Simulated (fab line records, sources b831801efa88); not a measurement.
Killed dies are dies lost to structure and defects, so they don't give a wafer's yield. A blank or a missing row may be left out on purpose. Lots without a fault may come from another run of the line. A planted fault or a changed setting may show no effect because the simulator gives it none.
Which tool did it? | flow sky130 | 15 lots, 42 wafers sampled, at 5 steps of a route of 708

WHAT THE GAUGES READ, wafer by wafer
SKY_FIELD_ISO_THK_MEAS_25. Usual: FIELD_ISO_CVD_24_THK 594 nm, standard deviation 5.5.
lot  | measured    | on            | FIELD_ISO_CVD_24_THK (nm) | flag
L612 | day 2 08:32 | film_metro-02 | 599 602 605               |
L613 | day 2 14:02 | film_metro-02 | 585 595 595               |
L614 | day 2 18:31 | film_metro-04 | 588 592 596               |
L617 | day 3 08:01 | film_metro-01 | 596 606                   |
L619 | day 3 19:20 | film_metro-02 | 600 594                   |
L621 | day 4 06:33 | film_metro-01 | 596 594                   |
L624 | day 5 03:31 | film_metro-04 | 598 587 599               |
L627 | day 5 14:17 | film_metro-04 | 590 594 584               |
L628 | day 5 19:03 | film_metro-01 | 589 587 593               |
L629 | day 6 00:07 | film_metro-01 | 592 592 589               |
L631 | day 6 09:09 | film_metro-01 | 585 598 591               |
L632 | day 6 14:41 | film_metro-04 | 596 593 584               |
L633 | day 6 20:44 | film_metro-02 | 587 589 593               |
L634 | day 7 01:26 | film_metro-01 | 587 591 596               |
L635 | day 7 08:10 | film_metro-04 | 583 598 592               |

SKY_SONOS_TUNNEL_CD_MEAS_07: target cd 410 nm. Usual: cd_nm 410.4 nm, standard deviation 2.
lot  | measured     | on        | cd_nm (nm)        | flag
L612 | day 11 10:02 | cd_sem-02 | 409.5 409.2 411.0 |
L613 | day 11 16:19 | cd_sem-01 | 410.4 409.1 410.0 |
L614 | day 11 23:44 | cd_sem-02 | 407.3 408.3 411.5 |
L617 | day 13 09:00 | cd_sem-02 | 407.0 394.1       | OFF
L619 | day 14 02:34 | cd_sem-01 | 409.5 394.5       | OFF
L621 | day 14 11:32 | cd_sem-01 | 394.7 392.5       | OFF
L624 | day 15 15:58 | cd_sem-02 | 409.0 411.5 410.6 |
L627 | day 16 12:42 | cd_sem-01 | 408.8 408.4 408.5 |
L628 | day 16 23:03 | cd_sem-01 | 411.9 410.4 411.7 |
L629 | day 17 03:17 | cd_sem-01 | 411.7 410.6 412.5 |
L631 | day 17 14:43 | cd_sem-01 | 411.8 410.6 410.1 |
L632 | day 18 05:17 | cd_sem-01 | 410.3 411.8 410.2 |
L633 | day 18 05:23 | cd_sem-02 | 410.3 411.0 409.2 |
L634 | day 18 13:52 | cd_sem-02 | 414.3 412.5 413.5 |
L635 | day 19 00:33 | cd_sem-01 | 411.9 412.5 413.0 |

SKY_SONOS_ONO_THK_MEAS_03. Usual: SONOS_ONO_CVD_02_THK 10.56 nm, standard deviation 0.12.
lot  | measured     | on            | SONOS_ONO_CVD_02_THK (nm) | flag
L612 | day 11 14:58 | film_metro-01 | 10.48 10.58 10.39         |
L613 | day 11 23:08 | film_metro-04 | 10.68 10.71 10.75         |
L614 | day 12 03:48 | film_metro-04 | 10.71 10.79 10.70         |
L617 | day 13 13:31 | film_metro-04 | 10.57 10.49               |
L619 | day 14 07:34 | film_metro-04 | 10.48 10.52               |
L621 | day 14 16:16 | film_metro-02 | 10.48 10.33               |
L624 | day 15 19:16 | film_metro-02 | 10.48 10.49 10.51         |
L627 | day 17 07:30 | film_metro-02 | 10.52 10.52 10.61         |
L628 | day 17 07:30 | film_metro-01 | 10.58 10.43 10.63         |
L629 | day 17 11:33 | film_metro-02 | 10.64 10.53 10.56         |
L631 | day 17 18:59 | film_metro-01 | 10.60 10.72 10.62         |
L632 | day 18 08:22 | film_metro-01 | 10.62 10.61 10.56         |
L633 | day 18 09:56 | film_metro-04 | 10.41 10.49 10.61         |
L634 | day 18 19:09 | film_metro-02 | 10.60 10.68 10.56         |
L635 | day 19 04:46 | film_metro-01 | 10.39 10.48 10.60         |

SKY_SONOS_ONO_THK_MEAS_05. Usual: SONOS_ONO_CVD_04_THK 5.68 nm, standard deviation 0.11.
lot  | measured     | on            | SONOS_ONO_CVD_04_THK (nm) | flag
L612 | day 11 16:16 | film_metro-04 | 5.67 5.65 5.73            |
L613 | day 12 00:27 | film_metro-02 | 5.99 5.89 5.86            |
L614 | day 12 05:07 | film_metro-01 | 5.59 5.53 5.63            |
L617 | day 13 14:50 | film_metro-01 | 5.76 5.83                 |
L619 | day 14 08:52 | film_metro-02 | 5.67 5.62                 |
L621 | day 14 17:34 | film_metro-01 | 5.64 5.53                 |
L624 | day 15 20:34 | film_metro-04 | 5.54 5.58 5.60            |
L627 | day 17 08:49 | film_metro-04 | 5.53 5.61 5.42            |
L628 | day 17 08:49 | film_metro-02 | 5.73 5.66 5.68            |
L629 | day 17 12:52 | film_metro-01 | 5.58 5.49 5.62            |
L631 | day 17 20:18 | film_metro-01 | 5.72 5.97 5.79            |
L632 | day 18 09:41 | film_metro-01 | 5.79 5.67 5.74            |
L633 | day 18 11:14 | film_metro-01 | 5.61 5.71 5.69            |
L634 | day 19 04:57 | film_metro-01 | 5.77 5.75 5.72            |
L635 | day 19 06:12 | film_metro-01 | 5.78 5.75 5.81            |

WHICH TOOL RAN EACH LOT (tool, then ch and the chambers of the sampled wafers, then the start)
lot  | SKY_SONOS_TUNNEL_DEVELOP_06
L612 | litho_track-04 ch 0, day 11 09:53
L613 | litho_track-01 ch 0, day 11 16:10
L614 | litho_track-02 ch 0, day 11 23:36
L617 | litho_track-02 ch 0, day 13 08:51
L619 | litho_track-02 ch 0, day 14 02:26
L621 | litho_track-02 ch 0, day 14 11:24
L624 | litho_track-01 ch 0, day 15 15:49
L627 | litho_track-04 ch 0, day 16 12:34
L628 | litho_track-04 ch 0, day 16 22:55
L629 | litho_track-02 ch 0, day 17 03:09
L631 | litho_track-02 ch 0, day 17 14:35
L632 | litho_track-02 ch 0, day 18 05:09
L633 | litho_track-01 ch 0, day 18 05:14
L634 | litho_track-01 ch 0, day 18 13:43
L635 | litho_track-02 ch 0, day 19 00:24
- SKY_SONOS_TUNNEL_DEVELOP_06: develop time 60 s.

WHAT THE TOOLS THEMSELVES READ (means of the sampled wafers that have a number; where no wafer has one, the mark that the record gives instead)
SKY_SONOS_TUNNEL_DEVELOP_06. Usual: chill_plate_temp_C 22.99 C, standard deviation 0.1.
lot  | tool           | chill_plate_temp_C (C) | flag
L612 | litho_track-04 | 22.97                  |
L613 | litho_track-01 | 22.98                  |
L614 | litho_track-02 | 22.97                  |
L617 | litho_track-02 | 23.05                  |
L619 | litho_track-02 | 22.95                  |
L621 | litho_track-02 | 22.87                  |
L624 | litho_track-01 | 22.98                  |
L627 | litho_track-04 | 23.01                  |
L628 | litho_track-04 | 23.18                  |
L629 | litho_track-02 | 23.11                  |
L631 | litho_track-02 | 22.99                  |
L632 | litho_track-02 | 22.99                  |
L633 | litho_track-01 | 22.96                  |
L634 | litho_track-01 | 22.92                  |
L635 | litho_track-02 | 22.90                  |

THE ANSWER, worked out from the rows above alone
Rule: a lot is off if the mean of its wafers that have a number lies more than 3 standard deviations from the usual mean. A lot without any number at a reading at which 4 lots or more have one is off too. The other lots that the step has rows for count as sound. The gauges are gone through in route order, then the tools' own readings, and for those a lot's mean is taken as printed above. The first step at which some lot is off is used, and at that step the reading that is off furthest; a lot without a number counts as furthest.
Off: L617, L619, L621, at SKY_SONOS_TUNNEL_CD_MEAS_07 (cd_nm).
A tool fits if, at a process step before that reading, it ran every lot that is off, and no sound lot after the first of them. The gauges at SKY_SONOS_TUNNEL_CD_MEAS_07 are tried like those tools. None of those tried fits.

WHAT THE SIMULATOR HAD PUT IN
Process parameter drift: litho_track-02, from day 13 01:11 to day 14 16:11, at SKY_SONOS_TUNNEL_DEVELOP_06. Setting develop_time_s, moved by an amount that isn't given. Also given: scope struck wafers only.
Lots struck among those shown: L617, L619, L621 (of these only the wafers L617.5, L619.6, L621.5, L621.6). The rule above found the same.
